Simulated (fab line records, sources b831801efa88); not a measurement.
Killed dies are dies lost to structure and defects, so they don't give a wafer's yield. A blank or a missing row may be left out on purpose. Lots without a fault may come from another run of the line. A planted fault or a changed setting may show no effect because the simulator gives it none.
Problem report in the 8D (eight disciplines) form, filled by code | flow gf180mcu | the parts of the form that need people (team, actions taken, sign-off) are left out

1. THE PROBLEM
LVPWELL_TW at GF_LVPWELL_TW_MEAS_11 reads a mean of 584 on 6 wafers of 2 lots; wafers without a fault read 561 with a standard deviation of 4.3. That is +5.3 standard deviations from the usual mean.
First seen on wafer L617.1, day 6 02:02, on film_metro-01. The record holds 33 wafers of 11 lots with a number at this step. Rule for "out", or "out of limits": more than 4 standard deviations from the usual mean. The other wafers with a number count as sound.

2. WHAT IT IS AND WHAT IT IS NOT
question                    | is                           | is not
which readings at this step | LVPWELL_TW                   | -
which lots                  | L617, L619                   | L608, L612, L613, L614, L621, L626, L628, L630, L631
which wafers of those lots  | all that have a number       | -
read on which gauges        | film_metro-01, film_metro-02 | film_metro-03
when                        | from day 6 02:02             | up to then (12 sound wafers); but 15 sound wafers of L621, L626, L628, L630, L631 came after

3. SUSPECTS, AND WHAT RULES EACH OUT
Counting: a tool at a process step up to the reading stays a suspect if it ran every lot that is out and no sound lot after the first of them.
- the gauge at GF_LVPWELL_TW_MEAS_11: ruled out. The wafers that are out were read on 2 gauges (film_metro-01, film_metro-02).
- plasma_asher-02 at GF_NWELL_STRIP_10 (strips in O2/N2): ruled out as a lasting fault. Sound lots L628 ran on it after its first lot that is out, L617 (day 5 11:47).
- implanter-02 at GF_LVPWELL_IMPLANT_08: kept. It ran every lot that is out, first L617 (day 6 01:38), and no sound lot after that; its last sound lot up to then is L613 (day 5 13:34). Its own readings are out on those wafers: beam_on_s, faraday_current_uA.
Left after counting: implanter-02 at GF_LVPWELL_IMPLANT_08.

4. THE CAUSE (what the simulator had put in)
Process parameter drift: implanter-02, from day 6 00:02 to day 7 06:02, at GF_LVPWELL_IMPLANT_08. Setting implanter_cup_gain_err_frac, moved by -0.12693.
Counting left only this tool.

5. THE CHAIN OF EFFECTS, in route order
Each row: a reading whose mean over the struck wafers that have a number lies more than 3 standard deviations from the usual. Only readings for which the record gives a usual standard deviation are gone through. hours: the time from each lot's start at the first step in this table that gives one to its start at this step, as a median over the lots. sigmas: the change in usual standard deviations.
hours | step                     | reading            | usual       | on struck wafers | change | sigmas
0     | GF_LVPWELL_IMPLANT_08    | beam_on_s          | 9.98 s      | 11.49            | +1.51  | +8.4
0     | GF_LVPWELL_IMPLANT_08    | faraday_current_uA | 84.8        | 73.7             | -11.1  | -7.4
0     | GF_LVPWELL_TW_MEAS_11    | LVPWELL_TW         | 561         | 584              | +23    | +5.3
98    | GF_VT_IMPLANT_RS_MEAS_48 | LVPWELL_RS         | 1197 ohm/sq | 1117             | -80    | -22
The process steps in it:
- GF_LVPWELL_IMPLANT_08

6. WHAT WOULD HAVE CAUGHT IT SOONER
In this record the first reading out of limits at a measuring or inspecting step was taken at day 6 02:02, 2 hours after the fault began at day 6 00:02.
The tool's own readings at GF_LVPWELL_IMPLANT_08 were out on every struck wafer that the step has a row for (beam_on_s, faraday_current_uA): an alarm limit on them would have fired on the first of those.
Of the lots that are out (2), L619 began GF_LVPWELL_IMPLANT_08 on implanter-02 after day 6 02:02. A hold on the tool at that time would have spared it.
